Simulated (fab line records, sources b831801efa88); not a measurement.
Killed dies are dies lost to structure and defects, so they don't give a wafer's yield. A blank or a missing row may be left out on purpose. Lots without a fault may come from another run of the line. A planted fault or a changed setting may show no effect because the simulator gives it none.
fab line records | flow sky130 | part 2 of 2: steps 35 to 43 of 43
record lots=5 wafers=15 last_day=50
route steps=708 shown RES_XHIGH@341 SD_N@342 SD_P@359 SALICIDE@361 LI_CONTACT@362
lots that met no fault: from a run of the same line without faults
start_h: hours from the record's first day to the start of the lot's first wafer shown | wait_h: hours since the lot's step before | " the same as in the row above | L1.1+2: a row that stands for several wafers | - no value, or no start given | * or withheld: withheld | < > ~ a bound
route shown NAME@n: a module of which the file shows steps, and the number in the route of the first | usual: mean/standard deviation of fault-free wafers | same: alike in all rows | chamber/n: place in a boat | sites: the reading at each site | _std_site: their standard deviation | _edge_site: outer sites' mean less inner sites' | radius_mm: how far each site lies from the wafer's centre | mask NAME#n: copy n | behind: the tool/chamber that last shaped the wafer | hold: why the lot was held/for how many hours/how that ended | device: the transistor (n, p or np) that didn't switch | end of line: the same wafers' tests at the end of the route | a step without rows: its recipe alone | killed: dies lost to structure and defects at the first sort, not the wafer's yield | map: a wafer's dies, x killed, . not, _ none there
set.NAME: the setting as run; set.NAME@STEP: as run at that earlier step | model.NAME: the simulator's own value behind a step, which no gauge read
lots at some steps of the route; a table a step, a row a wafer
services: from which hour (start_h, from the record's first day; less than 0 if before it) a tool's chamber was out of use, for how many hours, and why
## steps
# step SKY_LI_CONTACT_ETCH_14
# recipe chemistry=N2/H2 target=BARC ion_energy_ev=200 source_w=500 bias_w=100 pressure_mtorr=30 n2_flow_sccm=100 h2_flow_sccm=200 stop_on=SiO2 time_s=45.9 target_depth_a=600
# usual drypump_motor_current_A=5.9/0.35 oes_product_au=0.854/0.0044 throttle_valve_pct=13.224/0.01
# columns lot.wafer tool chamber start_h wait_h drypump_motor_current_A oes_product_au rf_hours_counter_h throttle_valve_pct
L083.3 rie_diel-03 1 755.41 0.0 5.7 0.862 8 13.227
L083.4 " 3 " " 6.3 0.856 17 13.217
L083.5 " 0 " " 6.1 0.858 - 13.216
L085.3 rie_diel-03 2 777.79 0.0 6.2 0.857 21 13.226
L085.5 " 2 " " 6.2 0.857 - 13.221
L085.6 " 3 " " 6.3 0.849 - 13.243
L089.3 rie_diel-03 0 791.61 0.0 6.1 0.865 13 13.236
L089.5 " 0 " " 6.1 0.855 - 13.220
L089.6 " 1 " " 5.7 0.851 - 13.229
L093.1 rie_diel-03 3 837.13 0.0 6.2 0.847 19 13.211
L093.2 " 0 " " 6.1 0.848 14 13.226
L093.4 " 1 " " 5.7 0.852 10 13.228
L096.1 rie_diel-04 0 860.36 0.0 5.8 0.864 7 13.229
L096.3 " 3 " " 5.4 0.849 11 13.223
L096.6 " 3 " " 5.4 0.852 - 13.229
# step SKY_LI_CONTACT_ETCH_15
# recipe target=PSG chemistry=C4F8/O2/Ar stop_on=Si taper_deg=4.15 mask_material=KrF-thick source_w=1500 bias_w=1200 pressure_mtorr=40 c4f8_flow_sccm=withheld O2_flow_sccm=6 Ar_flow_sccm=300 time_s=withheld target_depth_a=6000
# usual oes_product_au=0.837/0.0045
# columns lot.wafer tool chamber start_h wait_h oes_product_au
L083.3 rie_diel-03 1 755.46 0.0 0.841
L083.4 " 3 " " 0.833
L083.5 " 0 " " 0.841
L085.3 rie_diel-03 2 777.83 0.0 0.845
L085.5 " 2 " " 0.836
L085.6 " 3 " " 0.837
L089.3 rie_diel-03 0 791.66 0.0 0.844
L089.5 " 0 " " 0.836
L089.6 " 1 " " 0.835
L093.1 rie_diel-03 3 837.17 0.0 0.843
L093.2 " 0 " " 0.844
L093.4 " 1 " " 0.832
L096.1 rie_diel-04 0 860.41 0.0 0.829
L096.3 " 3 " " 0.846
L096.6 " 3 " " 0.839
# step SKY_LI_CONTACT_STRIP_16
# recipe chemistry=O2/N2 power_w=1400 pressure_mtorr=1500 platen_temp_c=withheld o2_flow_sccm=3000 n2_flow_sccm=300 overash_fraction=0.5
# usual drypump_motor_current_A=5.4/0.47 oes_product_au=0.377/0.0044 strip_time_to_endpoint_s=3.52/0.046
# columns lot.wafer tool chamber start_h wait_h drypump_motor_current_A oes_product_au rf_hours_counter_h strip_time_to_endpoint_s
L083.3 plasma_asher-03 1 755.57 - 5.4 0.375 - 3.56
L083.4 " 0 " " 5.5 0.373 - 3.54
L083.5 " 0 " " 5.5 0.383 - 3.58
L085.3 plasma_asher-01 0 777.95 - 5.2 0.376 - 3.52
L085.5 " 1 " " 4.8 0.372 - 3.50
L085.6 " 0 " " 5.2 0.375 - 3.47
L089.3 plasma_asher-01 1 791.77 - 4.8 0.380 - 3.59
L089.5 " 1 " " 4.8 0.382 - 3.60
L089.6 " 0 " " 5.2 0.380 - 3.60
L093.1 plasma_asher-03 0 837.26 - 5.5 0.374 10 3.46
L093.2 " 1 " " 5.4 0.380 10 3.55
L093.4 " 1 " " 5.4 0.381 - 3.57
L096.1 plasma_asher-01 0 860.49 - 5.2 0.383 103 3.57
L096.3 " 1 " " 4.8 0.379 - 3.53
L096.6 " 0 " " 5.2 0.370 - 3.49
# step SKY_LI_CONTACT_CLEAN_17
# recipe chemistry=NMP time_s=600 temp_c=60 dry=n2_spin
# columns lot.wafer tool chamber start_h wait_h
L083.3+4+5 wet_bench-02 3 755.64 0.0
L085.3+5+6 wet_bench-03 2 778.02 0.0
L089.3+5+6 wet_bench-02 2 791.84 0.0
L093.1+2+4 wet_bench-03 3 837.36 0.1
L096.1+3+6 wet_bench-04 2 860.59 0.1
# step SKY_LI_CONTACT_PRE_CLEAN_18
# recipe gas=Ar time_s=5.6 bias_v=358
# columns lot.wafer tool chamber start_h wait_h
L083.3+4+5 pvd_sputter-03 - 755.83 0.0
L085.3+5+6 pvd_sputter-03 - 778.19 0.0
L089.3+5+6 pvd_sputter-02 - 792.02 0.0
L093.1+2+4 pvd_sputter-03 - 837.54 0.0
L096.1+3+6 pvd_sputter-03 - 860.77 0.0
# step SKY_LI_CONTACT_SPUTTER_19
# recipe material=Ti target_thk_nm=20 chamber_pressure_pa=5 power_w=2500 substrate_temp_c=200 time_s=106.37
# usual throttle_valve_pct=30.3/0.82
# columns lot.wafer tool chamber start_h wait_h throttle_valve_pct
L083.3 pvd_sputter-03 - 755.85 0.0 30.1
L083.4 " - " " 30.4
L083.5 " - " " 30.4
L085.3 pvd_sputter-03 - 778.21 0.0 30.8
L085.5 " - " " 30.7
L085.6 " - " " 30.1
L089.3 pvd_sputter-02 - 792.04 0.0 30.8
L089.5 " - " " 30.8
L089.6 " - " " 29.5
L093.1 pvd_sputter-03 - 837.55 0.0 30.1
L093.2 " - " " 30.4
L093.4 " - " " 29.9
L096.1 pvd_sputter-03 - 860.79 0.0 29.8
L096.3 " - " " 30.3
L096.6 " - " " 30.5
# step SKY_LI_CONTACT_SPUTTER_20
# recipe material=TiN target_thk_nm=20 chamber_pressure_pa=5 power_w=4000 time_s=80
# usual throttle_valve_pct=30.3/0.79
# columns lot.wafer tool chamber start_h wait_h throttle_valve_pct
L083.3 pvd_sputter-03 - 755.93 0.0 30.2
L083.4 " - " " 30.4
L083.5 " - " " 30.1
L085.3 pvd_sputter-03 - 778.29 0.0 30.5
L085.5 " - " " 30.7
L085.6 " - " " 30.1
L089.3 pvd_sputter-02 - 792.11 0.0 30.9
L089.5 " - " " 30.9
L089.6 " - " " 29.3
L093.1 pvd_sputter-03 - 837.63 0.0 30.1
L093.2 " - " " 30.4
L093.4 " - " " 30.2
L096.1 pvd_sputter-03 - 860.86 0.0 30.0
L096.3 " - " " 30.2
L096.6 " - " " 29.9
# step SKY_LI_CONTACT_CVD_21
# recipe material=W target_thk_nm=400 time_s=120.56 temp_c=400 pressure_torr=41.62
# usual heater_power_w=962/63
# columns lot.wafer tool chamber start_h wait_h heater_power_w
L083.3 cvd_w-02 0 756.03 0.1 1005
L083.4 " 1 " " 1010
L083.5 " 0 " " 1009
L085.3 cvd_w-01 1 778.43 0.1 896
L085.5 " 1 " " 876
L085.6 " 1 " " 863
L089.3 cvd_w-01 1 792.21 0.1 861
L089.5 " 0 " " 954
L089.6 " 1 " " 880
L093.1 cvd_w-01 0 837.69 0.0 957
L093.2 " 1 " " 890
L093.4 " 1 " " 864
L096.1 cvd_w-02 1 860.92 0.0 1021
L096.3 " 0 " " 1027
L096.6 " 0 " " 1007
# step SKY_LI_CONTACT_RS_MEAS_22
# recipe thk_meas_gauge=four-point-probe reads=W_of_LI_CONTACT_CVD_21+TiN_of_LI_CONTACT_SPUTTER_20+Ti_of_LI_CONTACT_SPUTTER_19
# usual LI_CONTACT_W_RS=0.281/0.003
# columns lot.wafer tool chamber start_h wait_h LI_CONTACT_W_RS[ohm/sq]
L083.3 film_metro-02 - 756.15 0.1 0.280
L083.4 " - " " 0.284
L083.5 " - " " 0.283
L085.3 film_metro-02 - 778.64 0.2 0.280
L085.5 " - " " 0.280
L085.6 " - " " 0.282
L089.3 film_metro-01 - 792.34 0.1 0.284
L089.5 " - " " 0.282
L089.6 " - " " 0.281
L093.1 film_metro-01 - 837.82 0.1 0.283
L093.2 " - " " 0.281
L093.4 " - " " 0.285
L096.1 film_metro-04 - 861.05 0.1 0.283
L096.3 " - " " 0.280
L096.6 " - " " 0.280
## services
# columns tool chamber start_h hours kind
implanter-03 - 698.40 4.2 repair
hdpcvd-01 1 706.83 77.0 repair
wet_bench-03 - 717.28 1.9 pm
implanter-02 - 731.73 9.5 repair
rie_diel-03 2 732.27 5.9 repair
plasma_asher-03 - 733.75 9.0 pm
cmp-02 - 744.00 4.0 pm
pvd_sputter-03 - 749.38 1.0 repair
iline_stepper-01 - 749.98 28.9 pm
krf_scanner-01 - 751.68 1.3 pm
cvd_w-01 0 774.22 6.4 repair
krf_scanner-01 - 792.83 0.6 repair
krf_scanner-01 - 794.42 1.0 pm
krf_scanner-01 - 805.15 3.6 pm
krf_scanner-01 - 812.66 1.3 repair
plasma_asher-01 - 814.01 2.3 repair
rie_diel-03 3 820.35 5.8 repair
rtp_anneal-01 - 825.10 3.3 pm
implanter-03 - 825.53 3.1 repair
rie_diel-03 0 825.54 1.5 repair
krf_scanner-01 - 825.66 0.8 pm
implanter-03 - 839.02 2.9 pm
rie_diel-03 - 849.75 0.2 repair
cmp-02 - 850.10 7.9 pm
